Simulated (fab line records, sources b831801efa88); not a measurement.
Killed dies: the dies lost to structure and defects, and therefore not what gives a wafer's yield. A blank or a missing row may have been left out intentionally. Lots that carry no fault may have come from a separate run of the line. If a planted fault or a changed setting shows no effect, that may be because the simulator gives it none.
Which tool is to blame? + flow sky130 + 6 lots with 18 wafers sampled at 4 steps, on a route of 708 steps

## WHAT EACH GAUGE READ, for each wafer
SKY_PAD_OPEN_BOW_MEAS_13.
| lot  | measured     | on            | PAD_OPEN_BOW (um) |
|------|--------------|---------------|-------------------|
| L844 | day 46 18:43 | film metro-03 | 47 45 30          |
| L849 | day 47 14:49 | film metro-03 | 67 49 52          |
| L851 | day 47 22:15 | film metro-03 | 42 41 43          |
| L854 | day 48 17:47 | film metro-02 | 53 47 49          |
| L856 | day 48 22:59 | film metro-03 | 48 54 57          |
| L863 | day 50 12:04 | film metro-02 | 33 31 36          |

## TOOL THAT RAN EACH LOT (tool first, then ch and the chambers of the sampled wafers, then the start)
| lot  | SKY_VIA3_CLEAN_18               | SKY_METAL5_SPUTTER_04        | SKY_METAL5_STRIP_16                  |
|------|---------------------------------|------------------------------|--------------------------------------|
| L844 | wet bench-02 ch 0, day 40 22:35 | pvd sputter-01, day 44 00:27 | plasma asher-04 ch 0,1, day 44 22:34 |
| L849 | wet bench-02 ch 0, day 41 21:23 | pvd sputter-03, day 44 22:43 | plasma asher-01 ch 0,1, day 45 19:10 |
| L851 | wet bench-01 ch 3, day 42 03:35 | pvd sputter-02, day 45 05:07 | plasma asher-01 ch 0,1, day 46 01:13 |
| L854 | wet bench-01 ch 2, day 43 04:26 | pvd sputter-03, day 46 02:19 | plasma asher-02 ch 0,1, day 47 00:28 |
| L856 | wet bench-04 ch 3, day 43 09:43 | pvd sputter-02, day 46 08:41 | plasma asher-01 ch 0,1, day 47 05:34 |
| L863 | wet bench-01 ch 3, day 45 10:53 | pvd sputter-02, day 48 04:51 | plasma asher-01 ch 0,1, day 48 23:07 |
- SKY_VIA3_CLEAN_18: cleans in IPA, time 180 s.
- SKY_METAL5_SPUTTER_04: material TiN, target thk 70 nm, time 58.3 s.
- SKY_METAL5_STRIP_16: strips in O2/N2.

## THE ANSWER, worked out from the rows above alone
Rule: the lots themselves supply what counts as usual. The widest of any qualifying gaps counts: lots, ordered by their means at a reading, are off when they make up no more than a third of the lots, leave a main group of 4 or more, and stand apart from it by 3 or more times the standard deviation of that group's means. A main group is skipped when, at the precision printed for the reading in the tables above, its means are all equal. A lot without any number at a reading at which 4 lots or more have one is off too. Where the step has rows for the other lots, those lots are counted as sound.
Nothing can be told from this: no lot is off at any reading shown.

## WHAT THE SIMULATOR HAD INSERTED
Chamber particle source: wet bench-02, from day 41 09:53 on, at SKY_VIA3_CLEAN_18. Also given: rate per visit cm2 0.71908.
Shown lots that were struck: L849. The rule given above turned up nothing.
